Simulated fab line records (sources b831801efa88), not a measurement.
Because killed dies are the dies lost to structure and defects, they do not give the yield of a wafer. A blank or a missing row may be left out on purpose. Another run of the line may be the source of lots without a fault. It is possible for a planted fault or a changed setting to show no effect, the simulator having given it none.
Which tool is to blame? / flow gf180mcu / route of 602 steps, sampled at 1 step: 11 lots, 33 wafers

== WHAT THE GAUGES SHOWED, per wafer ==
GF_V5_RS_MEAS_24: measurement is done with a four-point probe.
lot=L824; measured=day 27 21:05; on=film metro-01; V5_W_RS (ohm/sq)=0.323 0.326 0.327
lot=L825; measured=day 28 03:42; on=film metro-01; V5_W_RS (ohm/sq)=0.333 0.335 0.334
lot=L831; measured=day 30 00:28; on=film metro-01; V5_W_RS (ohm/sq)=0.329 0.326 0.330
lot=L832; measured=day 30 07:29; on=film metro-03; V5_W_RS (ohm/sq)=0.326 0.328 0.325
lot=L833; measured=day 30 13:34; on=film metro-03; V5_W_RS (ohm/sq)=0.335 0.327 0.330
lot=L835; measured=day 31 03:54; on=film metro-03; V5_W_RS (ohm/sq)=0.324 0.321 0.320
lot=L839; measured=day 32 02:12; on=film metro-03; V5_W_RS (ohm/sq)=0.326 0.329 0.327
lot=L841; measured=day 32 12:41; on=film metro-01; V5_W_RS (ohm/sq)=0.323 0.327 0.325
lot=L842; measured=day 33 00:02; on=film metro-02; V5_W_RS (ohm/sq)=0.329 0.326 0.327
lot=L843; measured=day 33 14:39; on=film metro-03; V5_W_RS (ohm/sq)=0.322 0.324 0.325
lot=L844; measured=day 33 16:27; on=film metro-01; V5_W_RS (ohm/sq)=0.326 0.328 0.327

== EACH LOT AND THE TOOL THAT RAN IT (in order: tool; ch and the chambers of the sampled wafers; start) ==
Record: no process step prior to these readings.

== THE ANSWER, worked out from the rows above alone ==
Rule: the lots themselves supply what counts as usual. Put in order of their means at a reading, lots are off if they are a third of the lots or fewer, leave a main group of 4 or more, and stand apart from it by a gap of 3 or more times the standard deviation of the main group's means; of several such gaps the widest counts. If all means in a main group match to the digits the tables above print for the reading, that group is not used. A lot without any number at a reading at which 4 lots or more have one is off too. The other lots that the step has rows for count as sound.
No lot is off at any reading shown: from this, nothing can be told.

== WHAT THE SIMULATOR HAD PUT IN ==
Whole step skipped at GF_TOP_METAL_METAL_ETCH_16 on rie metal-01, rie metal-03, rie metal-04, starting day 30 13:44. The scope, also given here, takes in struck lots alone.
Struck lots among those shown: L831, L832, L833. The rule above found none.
